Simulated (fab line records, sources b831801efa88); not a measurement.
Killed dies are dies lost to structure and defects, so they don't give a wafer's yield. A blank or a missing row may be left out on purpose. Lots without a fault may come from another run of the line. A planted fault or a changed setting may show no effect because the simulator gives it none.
Which tool did it? | flow sky130 | 24 lots, 72 wafers sampled, at 6 steps of a route of 708

WHAT THE GAUGES READ, wafer by wafer
SKY_CONTACT_RS_MEAS_25: measures by four-point-probe. Usual: CONTACT_W_RS 0.337 ohm/sq, standard deviation 0.0037.
lot  | measured     | on            | CONTACT_W_RS (ohm/sq) | flag
L074 | day 31 09:30 | film_metro-03 | 0.339 0.333 0.339     |
L075 | day 32 03:43 | film_metro-02 | 0.333 0.337 0.342     |
L076 | day 32 08:25 | film_metro-04 | 0.339 0.330 0.331     |
L077 | day 32 12:41 | film_metro-02 | 0.332 0.338 0.338     |
L078 | day 32 21:55 | film_metro-04 | 0.332 0.334 0.331     |
L079 | day 33 09:39 | film_metro-02 | 0.331 0.333 0.331     |
L080 | day 33 14:20 | film_metro-03 | 0.336 0.336 0.333     |
L081 | day 34 05:40 | film_metro-03 | 0.348 0.340 0.343     |
L082 | day 34 11:19 | film_metro-04 | 0.334 0.334 0.339     |
L083 | day 34 22:59 | film_metro-03 | 0.338 0.330 0.335     |
L084 | day 34 23:04 | film_metro-02 | 0.337 0.340 0.335     |
L085 | day 35 12:37 | film_metro-03 | 0.340 0.336 0.335     |
L086 | day 35 10:49 | film_metro-03 | 0.340 0.344 0.344     |
L087 | day 35 23:49 | film_metro-02 | 0.338 0.348 0.337     |
L088 | day 36 06:19 | film_metro-02 | 0.342 0.342 0.338     |
L089 | day 36 19:43 | film_metro-02 | 0.340 0.335 0.341     |
L090 | day 36 20:53 | film_metro-03 | 0.336 0.336 0.338     |
L091 | day 37 12:56 | film_metro-02 | 0.342 0.334 0.340     |
L092 | day 37 13:49 | film_metro-02 | 0.333 0.337 0.333     |
L093 | day 37 15:55 | film_metro-04 | 0.333 0.342 0.334     |
L094 | day 38 21:19 | film_metro-02 | 0.335 0.333 0.336     |
L095 | day 39 14:22 | film_metro-02 | 0.341 0.337 0.340     |
L097 | day 39 08:25 | film_metro-03 | 0.337 0.334 0.329     |
L096 | day 39 10:54 | film_metro-03 | 0.337 0.337 0.333     |

SKY_METAL1_CD_MEAS_15: target cd 140 nm. Usual: cd_nm 140.0 nm, standard deviation 1.4.
lot  | measured     | on        | cd_nm (nm)        | flag
L074 | day 32 13:08 | cd_sem-02 | 139.5 138.6 140.4 |
L075 | day 33 07:33 | cd_sem-01 | 140.5 138.5 138.7 |
L076 | day 33 11:25 | cd_sem-01 | 139.4 139.4 138.8 |
L077 | day 33 16:26 | cd_sem-02 | 139.2 139.7 140.2 |
L078 | day 34 00:31 | cd_sem-02 | 140.2 141.2 140.7 |
L079 | day 34 13:02 | cd_sem-01 | 138.9 140.3 138.5 |
L080 | day 34 17:37 | cd_sem-01 | 138.6 138.8 138.7 |
L081 | day 35 09:13 | cd_sem-02 | 138.6 138.5 138.2 |
L082 | day 35 14:24 | cd_sem-02 | 140.2 139.7 139.4 |
L083 | day 36 02:06 | cd_sem-02 | 140.7 140.4 141.2 |
L084 | day 36 02:25 | cd_sem-01 | 138.7 138.4 139.8 |
L085 | day 36 14:59 | cd_sem-01 | 137.6 137.4 139.3 |
L086 | day 36 13:39 | cd_sem-02 | 140.0 141.5 138.6 |
L087 | day 37 01:52 | cd_sem-01 | 138.7 138.1 136.6 |
L088 | day 37 07:55 | cd_sem-02 | 142.0 142.3 141.2 |
L089 | day 37 22:22 | cd_sem-01 | 141.2 140.5 141.8 |
L090 | day 38 00:18 | cd_sem-02 | 139.6 139.5 139.1 |
L091 | day 38 14:45 | cd_sem-02 | 142.7 141.0 140.5 |
L092 | day 38 15:48 | cd_sem-01 | 141.2 140.8 141.6 |
L093 | day 38 17:57 | cd_sem-02 | 141.2 142.5 141.2 |
L094 | day 39 23:21 | cd_sem-02 | 139.6 137.7 139.6 |
L095 | day 40 15:47 | cd_sem-02 | 139.3 139.4 138.9 |
L097 | day 40 10:18 | cd_sem-01 | 140.1 140.3 138.9 |
L096 | day 40 12:34 | cd_sem-01 | 141.1 142.3 141.8 |

SKY_VIA1_BOW_MEAS_03. Usual: VIA1_BOW 81 um, standard deviation 7.5.
lot  | measured     | on            | VIA1_BOW (um) | flag
L074 | day 32 14:45 | film_metro-02 | 87 80 81      |
L075 | day 33 08:58 | film_metro-04 | 77 87 87      |
L076 | day 33 12:52 | film_metro-04 | 79 90 80      |
L077 | day 33 17:54 | film_metro-04 | 83 69 68      |
L078 | day 34 02:29 | film_metro-01 | 74 86 93      |
L079 | day 34 14:26 | film_metro-02 | 70 81 70      |
L080 | day 34 19:02 | film_metro-01 | 90 87 84      |
L081 | day 35 10:38 | film_metro-01 | 79 88 98      |
L082 | day 35 15:49 | film_metro-04 | 86 77 71      |
L083 | day 36 03:33 | film_metro-02 | 85 81 72      |
L084 | day 36 03:50 | film_metro-02 | 95 96 69      |
L085 | day 36 16:25 | film_metro-02 | 81 67 78      |
L086 | day 36 15:05 | film_metro-01 | 79 85 74      |
L087 | day 37 03:17 | film_metro-02 | 76 87 85      |
L088 | day 37 09:25 | film_metro-04 | 83 70 72      |
L089 | day 37 23:46 | film_metro-04 | 75 88 87      |
L090 | day 38 01:49 | film_metro-04 | 81 77 92      |
L091 | day 38 16:11 | film_metro-04 | 81 74 89      |
L092 | day 38 17:19 | film_metro-02 | 75 79 84      |
L093 | day 38 19:24 | film_metro-04 | 89 78 88      |
L094 | day 40 00:47 | film_metro-04 | 68 91 94      |
L095 | day 40 17:11 | film_metro-02 | 76 84 71      |
L097 | day 40 12:01 | film_metro-04 | 76 85 87      |
L096 | day 40 13:58 | film_metro-04 | 87 81 82      |

SKY_VIA1_RS_MEAS_22: measures by four-point-probe. Usual: VIA1_W_RS 0.427 ohm/sq, standard deviation 0.0044.
lot  | measured     | on            | VIA1_W_RS (ohm/sq) | flag
L074 | day 33 19:22 | film_metro-04 | 0.420 0.429 0.414  |
L075 | day 34 12:39 | film_metro-01 | 0.429 0.425 0.425  |
L076 | day 34 15:55 | film_metro-01 | 0.418 0.422 0.420  |
L077 | day 34 21:19 | film_metro-02 | 0.423 0.425 0.428  |
L078 | day 35 05:32 | film_metro-02 | 0.427 0.426 0.427  |
L079 | day 35 17:25 | film_metro-01 | 0.425 0.433 0.431  |
L080 | day 35 21:53 | film_metro-01 | 0.428 0.429 0.425  |
L081 | day 36 13:04 | film_metro-02 | 0.434 0.422 0.422  |
L082 | day 36 19:08 | film_metro-04 | 0.423 0.429 0.419  |
L083 | day 37 06:02 | film_metro-02 | 0.420 0.424 0.427  |
L084 | day 37 07:01 | film_metro-01 | 0.426 0.436 0.440  |
L085 | day 37 19:18 | film_metro-02 | 0.430 0.424 0.422  |
L086 | day 37 18:05 | film_metro-01 | 0.423 0.426 0.426  |
L087 | day 38 05:32 | film_metro-04 | 0.426 0.432 0.430  |
L088 | day 38 11:59 | film_metro-02 | 0.425 0.427 0.426  |
L089 | day 39 02:49 | film_metro-02 | 0.422 0.426 0.425  |
L090 | day 39 03:58 | film_metro-01 | 0.434 0.433 0.427  |
L091 | day 39 18:32 | film_metro-02 | 0.428 0.433 0.432  |
L092 | day 39 20:11 | film_metro-01 | 0.426 0.428 0.430  |
L093 | day 39 21:24 | film_metro-04 | 0.433 0.430 0.434  |
L094 | day 41 01:49 | film_metro-04 | 0.426 0.427 0.427  |
L095 | day 41 18:59 | film_metro-02 | 0.428 0.428 0.425  |
L097 | day 41 12:46 | film_metro-01 | 0.427 0.430 0.422  |
L096 | day 41 15:23 | film_metro-04 | 0.418 0.424 0.429  |

WHICH TOOL RAN EACH LOT (tool, then ch and the chambers of the sampled wafers, then the start)
lot  | SKY_VT_ADJUST_NCORE_STRIP_10         | SKY_CONTACT_SPUTTER_23
L074 | plasma_asher-03 ch 0,1, day 8 12:47  | pvd_sputter-02, day 31 09:20
L075 | plasma_asher-02 ch 1, day 8 20:43    | pvd_sputter-04, day 32 03:32
L076 | plasma_asher-02 ch 0,1, day 9 02:22  | pvd_sputter-04, day 32 08:14
L077 | plasma_asher-03 ch 0,1, day 9 08:53  | pvd_sputter-04, day 32 12:29
L078 | plasma_asher-04 ch 0,1, day 9 21:14  | pvd_sputter-03, day 32 21:43
L079 | plasma_asher-02 ch 0,1, day 9 23:32  | pvd_sputter-02, day 33 09:29
L080 | plasma_asher-02 ch 0,1, day 10 06:01 | pvd_sputter-03, day 33 14:08
L081 | plasma_asher-04 ch 1, day 10 15:58   | pvd_sputter-02, day 34 05:28
L082 | plasma_asher-04 ch 0,1, day 10 23:07 | pvd_sputter-02, day 34 11:07
L083 | plasma_asher-03 ch 0,1, day 11 10:00 | pvd_sputter-04, day 34 22:47
L084 | plasma_asher-04 ch 0,1, day 11 12:04 | pvd_sputter-03, day 34 22:54
L085 | plasma_asher-02 ch 0,1, day 11 21:16 | pvd_sputter-04, day 35 12:26
L086 | plasma_asher-02 ch 0,1, day 12 00:07 | pvd_sputter-04, day 35 10:39
L087 | plasma_asher-04 ch 0,1, day 12 06:26 | pvd_sputter-03, day 35 23:39
L088 | plasma_asher-03 ch 0,1, day 12 17:55 | pvd_sputter-04, day 36 06:05
L089 | plasma_asher-02 ch 0,1, day 13 04:46 | pvd_sputter-02, day 36 19:33
L090 | plasma_asher-03 ch 0,1, day 13 05:52 | pvd_sputter-04, day 36 20:41
L091 | plasma_asher-03 ch 0,1, day 14 04:35 | pvd_sputter-03, day 37 12:44
L092 | plasma_asher-03 ch 0,1, day 14 05:13 | pvd_sputter-03, day 37 13:38
L093 | plasma_asher-03 ch 0,1, day 14 08:08 | pvd_sputter-04, day 37 15:44
L094 | plasma_asher-04 ch 0, day 15 12:11   | pvd_sputter-03, day 38 21:08
L095 | plasma_asher-04 ch 0,1, day 16 00:49 | pvd_sputter-02, day 39 14:10
L097 | plasma_asher-02 ch 0,1, day 16 01:11 | pvd_sputter-04, day 39 08:13
L096 | plasma_asher-03 ch 0,1, day 16 01:22 | pvd_sputter-04, day 39 10:44
- SKY_VT_ADJUST_NCORE_STRIP_10: strips in O2/N2.
- SKY_CONTACT_SPUTTER_23: material TiN, target thk 20 nm, time 80 s.

WHAT THE TOOLS THEMSELVES READ (means of the sampled wafers that have a number; where no wafer has one, the mark that the record gives instead)
SKY_VT_ADJUST_NCORE_STRIP_10. Usual: drypump_motor_current_A 5.81 A, standard deviation 0.26; oes_product_au 0.715 a.u., standard deviation 0.0046; strip_time_to_endpoint_s 14.177 s, standard deviation 0.03.
lot  | tool            | drypump_motor_current_A (A) | oes_product_au (a.u.) | strip_time_to_endpoint_s (s) | flag
L074 | plasma_asher-03 | 5.83                        | 0.714                 | 14.166                       |
L075 | plasma_asher-02 | 5.47                        | 0.714                 | 14.168                       |
L076 | plasma_asher-02 | 5.89                        | 0.719                 | 14.171                       |
L077 | plasma_asher-03 | 5.93                        | 0.714                 | 14.199                       |
L078 | plasma_asher-04 | 5.82                        | 0.710                 | 14.185                       |
L079 | plasma_asher-02 | 5.91                        | 0.714                 | 14.184                       |
L080 | plasma_asher-02 | 5.69                        | 0.710                 | 14.180                       |
L081 | plasma_asher-04 | 5.96                        | 0.709                 | 14.164                       |
L082 | plasma_asher-04 | 5.80                        | 0.718                 | 14.132                       |
L083 | plasma_asher-03 | 5.93                        | 0.719                 | 14.150                       |
L084 | plasma_asher-04 | 5.81                        | 0.716                 | 14.192                       |
L085 | plasma_asher-02 | 5.90                        | 0.716                 | 14.175                       |
L086 | plasma_asher-02 | 5.69                        | 0.718                 | 14.129                       |
L087 | plasma_asher-04 | 5.80                        | 0.719                 | 14.170                       |
L088 | plasma_asher-03 | 5.94                        | 0.718                 | 14.169                       |
L089 | plasma_asher-02 | 5.91                        | 0.717                 | 14.179                       |
L090 | plasma_asher-03 | 5.82                        | 0.714                 | 14.188                       |
L091 | plasma_asher-03 | 5.94                        | 0.717                 | 14.188                       |
L092 | plasma_asher-03 | 5.83                        | 0.713                 | 14.138                       |
L093 | plasma_asher-03 | 5.81                        | 0.711                 | 14.192                       |
L094 | plasma_asher-04 | 5.51                        | 0.717                 | 14.182                       |
L095 | plasma_asher-04 | 5.66                        | 0.715                 | 14.195                       |
L097 | plasma_asher-02 | 5.68                        | 0.717                 | 14.139                       |
L096 | plasma_asher-03 | 5.94                        | 0.714                 | 14.186                       |

SKY_CONTACT_SPUTTER_23. Usual: throttle_valve_pct 29.7 %, standard deviation 0.85.
lot  | tool           | throttle_valve_pct (%) | flag
L074 | pvd_sputter-02 | 30.1                   |
L075 | pvd_sputter-04 | 29.4                   |
L076 | pvd_sputter-04 | 30.1                   |
L077 | pvd_sputter-04 | 29.2                   |
L078 | pvd_sputter-03 | 29.7                   |
L079 | pvd_sputter-02 | 30.0                   |
L080 | pvd_sputter-03 | 29.7                   |
L081 | pvd_sputter-02 | 29.7                   |
L082 | pvd_sputter-02 | 30.2                   |
L083 | pvd_sputter-04 | 30.1                   |
L084 | pvd_sputter-03 | 29.1                   |
L085 | pvd_sputter-04 | 29.1                   |
L086 | pvd_sputter-04 | 29.2                   |
L087 | pvd_sputter-03 | 29.7                   |
L088 | pvd_sputter-04 | 29.8                   |
L089 | pvd_sputter-02 | 30.0                   |
L090 | pvd_sputter-04 | 29.4                   |
L091 | pvd_sputter-03 | 29.2                   |
L092 | pvd_sputter-03 | 29.0                   |
L093 | pvd_sputter-04 | 29.9                   |
L094 | pvd_sputter-03 | 29.9                   |
L095 | pvd_sputter-02 | 29.6                   |
L097 | pvd_sputter-04 | 29.7                   |
L096 | pvd_sputter-04 | 30.8                   |

THE ANSWER, worked out from the rows above alone
Rule: a lot is off if the mean of its wafers that have a number lies more than 3 standard deviations from the usual mean. A lot without any number at a reading at which 4 lots or more have one is off too. The other lots that the step has rows for count as sound. The gauges are gone through in route order, then the tools' own readings, and for those a lot's mean is taken as printed above. The first step at which some lot is off is used, and at that step the reading that is off furthest; a lot without a number counts as furthest.
No lot is off at any reading shown: from this, nothing can be told.

WHAT THE SIMULATOR HAD PUT IN
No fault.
